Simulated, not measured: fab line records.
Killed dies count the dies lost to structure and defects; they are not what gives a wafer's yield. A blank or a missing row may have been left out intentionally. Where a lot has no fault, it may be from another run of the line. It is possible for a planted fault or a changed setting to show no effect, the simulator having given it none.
What tool caused it?	flow gf180mcu	Sampling: 6 lots, 18 wafers, 3 of 602 route steps

WHAT THE GAUGES SHOWED, per wafer
GF_VT_IMPLANT_TW_MEAS_21.
lot	measured	on	VT_IMPLANT_2_TW
L478	day 6 10:31	film-metro-01	1238 1233 1231
L481	day 7 08:06	film-metro-01	1222 1230 1227
L483	day 7 17:28	film-metro-04	1231 1230 1226
L489	day 9 11:04	film-metro-02	1089 1088 1091 1089 1088 1091
L495	day 11 00:54	film-metro-01	1233 1238 1239
L499	day 12 02:00	film-metro-04	1219 1218 1221

TOOL THAT RAN EACH LOT (tool first, then ch and the chambers of the sampled wafers, then the start)
lot	GF_MVPSD_STRIP_10	GF_VT_IMPLANT_IMPLANT_19
L478	plasma-asher-02 ch 0,1, day 5 05:23	implanter-03 ch 0, day 6 10:17
L481	plasma-asher-01 ch 0,1, day 6 00:45	implanter-01 ch 0, day 7 07:51
L483	plasma-asher-04 ch 0,1, day 6 10:20	implanter-01 ch 0, day 7 17:13
L489	plasma-asher-04 ch 0,1, day 8 01:04	implanter-03 ch 0, day 9 10:51
L495	plasma-asher-04 ch 0,1, day 9 12:26	implanter-01 ch 0, day 11 00:40
L499	plasma-asher-01 ch 0,1, day 10 12:57	implanter-01 ch 0, day 12 01:46
- GF_MVPSD_STRIP_10: strips in O2/N2.
- GF_VT_IMPLANT_IMPLANT_19

THE ANSWER, worked out from the rows above alone
Rule: the usual values come from the lots themselves. The widest of any qualifying gaps counts: lots, ordered by their means at a reading, are off when they make up no more than a third of the lots, leave a main group of 4 or more, and stand apart from it by 3 or more times the standard deviation of that group's means. A main group is skipped when, at the precision printed for the reading in the tables above, its means are all equal. Also off: a lot with no number at a reading for which 4 or more lots have one. Where the step has rows for the other lots, those lots are counted as sound.
Off: L489, at GF_VT_IMPLANT_TW_MEAS_21 (VT_IMPLANT_2_TW). The main group: mean 1229, standard deviation 6.1.
A tool fits if, at a process step before that reading, it ran every lot that is off, and no sound lot after the first of them. Those tools and the gauges at GF_VT_IMPLANT_TW_MEAS_21 are tried in the same way. 2 tools fit, implanter-03 at GF_VT_IMPLANT_IMPLANT_19 and film-metro-02 at GF_VT_IMPLANT_TW_MEAS_21, so this cannot tell which one it is.

WHAT THE SIMULATOR PUT IN
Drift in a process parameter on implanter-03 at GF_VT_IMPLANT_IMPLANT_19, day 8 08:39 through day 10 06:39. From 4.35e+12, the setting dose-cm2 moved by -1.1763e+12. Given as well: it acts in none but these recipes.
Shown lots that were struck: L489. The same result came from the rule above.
